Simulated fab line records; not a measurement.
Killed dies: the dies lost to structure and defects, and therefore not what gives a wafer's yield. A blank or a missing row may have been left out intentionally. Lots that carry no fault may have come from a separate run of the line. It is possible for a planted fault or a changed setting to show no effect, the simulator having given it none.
Shared-tool check    flow gf180mcu    Sampled: 12 lots, 36 wafers

## REASON FOR OPENING
Of 12 lots, 2 have the reading SALICIDE_TIN_THK flagged at GF_SALICIDE_THK_MEAS_05. No-fault wafers: 20.13 nm, standard deviation 0.24.
Rule: flag the lot when none of its wafers has a number, or when each of its wafers that has one lies beyond 4 standard deviations from that mean. The other lots count as sound.

lot   measured      on             SALICIDE_TIN_THK (nm), wafer by wafer  flag
L173  day 15 03:08  film metro-04  20.18 20.02 19.68                      
L175  day 15 20:24  film metro-04  19.99 20.24 19.70                      
L176  day 16 07:17  film metro-03  20.10 20.41 20.17                      
L178  day 17 00:23  film metro-01  20.06 20.22 20.02                      
L179  day 17 10:13  film metro-04  20.20 20.17 19.97                      
L180  day 17 16:03  film metro-01  20.33 20.44 20.20                      
L181  day 18 03:46  film metro-03  20.60 20.53 20.64                      
L182  day 18 06:33  film metro-04  19.59 19.71 19.78                      
L183  day 18 19:29  film metro-01  19.97 20.06 20.04                      
L190  day 21 09:10  film metro-04  16.34 16.29 15.99                      FLAGGED
L191  day 21 20:19  film metro-04  19.94 19.94 20.00                      
L195  day 23 03:40  film metro-04  16.40 16.33 16.35                      FLAGGED
Average over the flagged lots: 16.28 nm; offset from the usual -3.85 nm, equal to -16 standard deviations.

## EACH LOT AND THE TOOL IT RAN ON
2 process steps preceding the reading are held in the record, out of 602 steps in the route. Cell contents, in order: the tool; ch with the chambers the sampled wafers went through; the start.
lot   flag     GF_SAB_STRIP_13                       GF_SALICIDE_SPUTTER_03
L173           plasma asher-02 ch 0,1, day 15 02:47  pvd sputter-03, day 15 02:59
L175           plasma asher-02 ch 0,1, day 15 20:02  pvd sputter-04, day 15 20:15
L176           plasma asher-02 ch 0,1, day 16 06:55  pvd sputter-03, day 16 07:06
L178           plasma asher-02 ch 0,1, day 16 23:57  pvd sputter-01, day 17 00:13
L179           plasma asher-04 ch 0, day 17 09:52    pvd sputter-01, day 17 10:05
L180           plasma asher-02 ch 0,1, day 17 15:41  pvd sputter-03, day 17 15:54
L181           plasma asher-02 ch 0,1, day 18 03:25  pvd sputter-01, day 18 03:38
L182           plasma asher-01 ch 0,1, day 18 06:08  pvd sputter-01, day 18 06:23
L183           plasma asher-02 ch 0,1, day 18 19:06  pvd sputter-04, day 18 19:20
L190  FLAGGED  plasma asher-01 ch 0,1, day 21 08:48  pvd sputter-01, day 21 09:01
L191           plasma asher-01 ch 0,1, day 21 19:58  pvd sputter-03, day 21 20:09
L195  FLAGGED  plasma asher-01 ch 0,1, day 23 03:18  pvd sputter-01, day 23 03:31
What is done by these steps:
- GF_SAB_STRIP_13: strips in O2/N2.
- GF_SALICIDE_SPUTTER_03: material TiN, target thk 20 nm, time 16.7 s.
- GF_SALICIDE_THK_MEAS_05: measures by xrf.

## FLAGGED OVER TOTAL, TOOL BY TOOL (the gauges that took the reading come last)
step                     tool             lots run  flagged  share of the flagged lots  sound lots run after its first flagged lot
GF_SAB_STRIP_13          plasma asher-01  4         2        all                        1 (L191)
GF_SAB_STRIP_13          plasma asher-02  7         0        none                       -
GF_SAB_STRIP_13          plasma asher-04  1         0        none                       -
GF_SALICIDE_SPUTTER_03   pvd sputter-01   6         2        all                        0
GF_SALICIDE_SPUTTER_03   pvd sputter-03   4         0        none                       -
GF_SALICIDE_SPUTTER_03   pvd sputter-04   2         0        none                       -
GF_SALICIDE_THK_MEAS_05  film metro-01    3         0        none                       -
GF_SALICIDE_THK_MEAS_05  film metro-03    2         0        none                       -
GF_SALICIDE_THK_MEAS_05  film metro-04    7         2        all                        1 (L191)

## WHAT IS ALLOWED BY THE TABLE
In the table, 3 rows ran each flagged lot (plasma asher-01 at GF_SAB_STRIP_13; pvd sputter-01 at GF_SALICIDE_SPUTTER_03; film metro-04 at GF_SALICIDE_THK_MEAS_05).
- plasma asher-01 at GF_SAB_STRIP_13 ran 4 lots, 2 of them flagged. After the first flagged lot (L191), sound lots still ran on it; a lasting fault on the whole tool would not permit that.
- pvd sputter-01 at GF_SALICIDE_SPUTTER_03 ran 6 lots, 2 of them flagged. Last sound lot L182 at day 18 06:23, first flagged lot L190 at day 21 09:01; a fault beginning in between fits.
- film metro-04 at GF_SALICIDE_THK_MEAS_05 ran 7 lots, 2 of them flagged. After the first flagged lot (L191), sound lots still ran on it; a lasting fault on the whole tool would not permit that.
Left over: one tool, pvd sputter-01 at GF_SALICIDE_SPUTTER_03.

## WHAT THE SIMULATOR PUT IN
Site profile drift: pvd sputter-01, from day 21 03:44 on, at GF_SALICIDE_SPUTTER_03. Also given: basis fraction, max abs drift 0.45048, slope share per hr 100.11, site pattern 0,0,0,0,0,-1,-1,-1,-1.
Struck lots among those shown: L190, L195. This agrees with what the rule above found.
